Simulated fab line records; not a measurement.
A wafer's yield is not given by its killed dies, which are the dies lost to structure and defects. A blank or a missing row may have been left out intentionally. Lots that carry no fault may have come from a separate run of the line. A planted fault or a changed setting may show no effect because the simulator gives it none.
What tool caused it? / flow sfq_line / at 1 step of a route of 325, 14 lots with 41 wafers sampled

## WHAT THE GAUGES READ, wafer by wafer
SFQ_INCOMING_BOW_MEAS_900.
lot=L775; measured=day 1 10:00; on=film_metro-03; INCOMING_BOW (um)=6 3 2
lot=L777; measured=day 1 20:01; on=film_metro-03; INCOMING_BOW (um)=3 -7 2
lot=L778; measured=day 2 01:02; on=film_metro-01; INCOMING_BOW (um)=7 -2 6
lot=L779; measured=day 2 06:00; on=film_metro-01; INCOMING_BOW (um)=4 -4 -1
lot=L782; measured=day 2 21:01; on=film_metro-03; INCOMING_BOW (um)=-3 -6 5
lot=L783; measured=day 3 02:01; on=film_metro-02; INCOMING_BOW (um)=9 0 9
lot=L784; measured=day 3 07:04; on=film_metro-02; INCOMING_BOW (um)=12 -3 8
lot=L785; measured=day 3 12:00; on=film_metro-02; INCOMING_BOW (um)=9 1 -2
lot=L786; measured=day 3 17:01; on=film_metro-03; INCOMING_BOW (um)=-10 -4 10
lot=L787; measured=day 3 22:00; on=film_metro-01; INCOMING_BOW (um)=-2 8 5
lot=L788; measured=day 4 03:02; on=film_metro-02; INCOMING_BOW (um)=1 6 -12
lot=L793; measured=day 5 04:00; on=film_metro-01; INCOMING_BOW (um)=-12 -5 -14
lot=L794; measured=day 5 09:00; on=film_metro-02; INCOMING_BOW (um)=-6 -3
lot=L798; measured=day 6 05:01; on=film_metro-03; INCOMING_BOW (um)=6 -2 -9

## EACH LOT AND THE TOOL THAT RAN IT (in order: tool; ch and the chambers of the sampled wafers; start)
No process step before these readings appears in the record.

## AS READ BY THE TOOLS THEMSELVES (means over the sampled wafers that have a number; for cases with no such wafer, the mark the record gives instead)
The record holds no such reading with a usual standard deviation.

## THE ANSWER, worked out from the rows above alone
Rule: the usual values come from the lots themselves. Put in order of their means at a reading, lots are off if they are a third of the lots or fewer, leave a main group of 4 or more, and stand apart from it by a gap of 3 or more times the standard deviation of the main group's means; of several such gaps the widest counts. A main group whose means are all the same, to the digits that the tables above print for the reading, isn't used. Also off: a lot with no number at a reading for which 4 or more lots have one. The other lots that the step has rows for count as sound. First the gauges in route order, then the tools' own readings, where a lot's mean is used as printed above. At the first step where some lot is off, the reading lying furthest off is the one used; lots without a number count as furthest.
No lot is off at any reading shown: from this, nothing can be told.

## WHAT THE SIMULATOR PUT IN
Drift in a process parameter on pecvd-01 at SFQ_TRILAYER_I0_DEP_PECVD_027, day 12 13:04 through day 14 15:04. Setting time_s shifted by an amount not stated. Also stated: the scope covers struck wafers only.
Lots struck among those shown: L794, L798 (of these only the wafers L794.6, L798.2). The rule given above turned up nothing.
